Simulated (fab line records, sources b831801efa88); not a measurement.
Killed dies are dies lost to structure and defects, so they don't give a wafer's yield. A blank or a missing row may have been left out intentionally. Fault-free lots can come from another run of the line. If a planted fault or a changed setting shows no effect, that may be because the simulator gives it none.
A lot that was struck, set against a sound lot || flow sky130 || 16 steps out of a route of 708
Sound: the wafers L601.1, L601.2, L601.6. Struck: wafer L605.1. (L605.2, L605.6 of the same lot were not struck and are left out.) The cause comes at the end.
Per side, at each step with rows, come the tool, then ch with its chambers, and then its first start. Under that, the readings that differ: sound wafers || struck wafers || difference of the means || sigmas: that difference in standard deviations of wafers without a fault.
alike: readings with means less than 2 such deviations apart, plus words and numbers identical on both sides. not compared: withheld readings, readings lacking a value on some wafer, bounds such as >300 that could conceal the same value, and numbers that have no deviation in the record and whose values overlap.
A row with sigmas, a row that says differs or no value, or rows on one side alone: a step with any of these is where the two part. Non-overlapping numbers with no deviation appear without sigmas and do not part them. Lack of a reading on every wafer of one side parts them only where that side has two or more wafers.

first, 2 steps without rows for these wafers: SKY_METAL4_PEB_11; SKY_METAL4_DEVELOP_12 (develop time 60 s).
SKY_METAL4_CD_MEAS_13 targets a cd of 300 nm.
  sound: cd_sem-02 at day 43 10:05; struck: cd_sem-01 at day 44 10:48
  alike: cd_nm
SKY_METAL4_OVL_MEAS_14:
  sound: overlay-02 at day 43 10:13; struck: overlay-02 at day 44 10:55
  alike: METAL4_OVL
SKY_METAL4_DESCUM_15: chemistry O2, time 8 s.
  sound on rie_metal-03 ch 1, day 43 10:14; struck on rie_metal-04 ch 0, day 44 10:58
  alike: drypump_motor_current_A, oes_product_au
  not compared: rf_hours_counter_h
SKY_METAL4_ETCH_16: etches BARC in N2/H2, stops on SiO2, time 88.2 s, target depth 60 nm.
  sound on rie_metal-03 ch 1, day 43 10:18; struck on rie_metal-04 ch 0, day 44 10:59
  alike: drypump_motor_current_A, oes_product_au, throttle_valve_pct
  not compared: rf_hours_counter_h
SKY_METAL4_ETCH_17: etches SiO2 in C4F8/O2/Ar, stops on TiN, time 3.9 s, target depth 15 nm.
  sound on rie_diel-01 ch 0,3, day 43 10:30; struck on rie_diel-04 ch 3, day 44 11:05
  alike: oes_product_au
  not compared: rf_hours_counter_h
SKY_METAL4_METAL_ETCH_18: etches the open film in Cl2/BCl3, stops on SiO2, target depth 845 nm, time 183.1 s.
  sound on rie_metal-02 ch 0,1, day 43 10:31; struck on rie_metal-03 ch 0, day 44 11:07
  alike: drypump_motor_current_A, oes_product_au, throttle_valve_pct
  not compared: rf_hours_counter_h
then, 4 steps without rows for these wafers: SKY_METAL4_STRIP_19 (strips in O2/N2); SKY_METAL4_STRIP_20 (strips in post etch residue remover, time 1200 s); SKY_METAL4_CLEAN_21 (cleans in IPA, time 180 s); SKY_METAL4_CLEAN_22 (cleans in O3/DIW).
SKY_VIA4_HDPCVD_00: deposits SiO2, target thk 1750 nm, time 291.7 s.
  sound on hdpcvd-02 ch 0,1,2, day 43 11:17; struck on hdpcvd-01 ch 0, day 44 11:55
{"reading": "run_length_s (s)", "sound": "319.7 320.7 320.1", "struck": 359.1, "difference": "+38.9", "sigmas": "+61"}
{"reading": "model.SiO2_of_VIA4_HDPCVD_00.thk_nm (nm)", "sound": "1736 1749 1715", "struck": 1953, "difference": "+220", "sigmas": ""}
SKY_VIA4_THK_MEAS_01:
  sound: film_metro-01 at day 43 11:28; struck: film_metro-02 at day 44 12:20
{"reading": "VIA4_HDPCVD_THK (nm)", "sound": "1736 1751 1716", "struck": 1954, "difference": "+220", "sigmas": "+11"}
  not compared: hold
SKY_VIA4_CMP_02: polishes SiO2.
  sound on cmp-01 ch 1,2,3, day 43 11:52; struck on cmp-01 ch 0, day 44 15:22
{"reading": "hold", "sound": "- - -", "struck": "await_dispo/2.9h/release", "difference": "no value on the sound wafers", "sigmas": ""}
  alike: head_pressure_psi, motor_current_A
-- the record jumps here: 4 days lie between the struck wafers' starts before and after (it left off in module VIA4 and takes up again in module PAD_OPEN, whose first step shown is number 708 of the route) --
SKY_PAD_OPEN_PROBE_99:
  sound: prober-01 at day 47 07:35; struck: prober-01 at day 48 06:16
{"reading": "killed_at_front_end", "sound": "20 16 19", "struck": 9, "difference": -9, "sigmas": -2}
{"reading": "killed_at_other", "sound": "0 0 0", "struck": 1, "difference": "+1", "sigmas": "+2"}
  alike: defect_limited_yield, killed_at_M0_to_M3, killed_at_M4_up, killed_at_contacts, killed_dies, killed_open, killed_short, sort_bin_3_pad_short, sort_bin_5_function, sort_bin_6_memory, sort_n_pass, sort_yield_pct

== WHERE THEY PART ==
Earliest at SKY_VIA4_HDPCVD_00; latest, in this record, at SKY_PAD_OPEN_PROBE_99.

WHY: the cause the simulator had injected
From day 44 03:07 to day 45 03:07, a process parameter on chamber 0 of hdpcvd-01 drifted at SKY_VIA4_HDPCVD_00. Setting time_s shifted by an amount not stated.
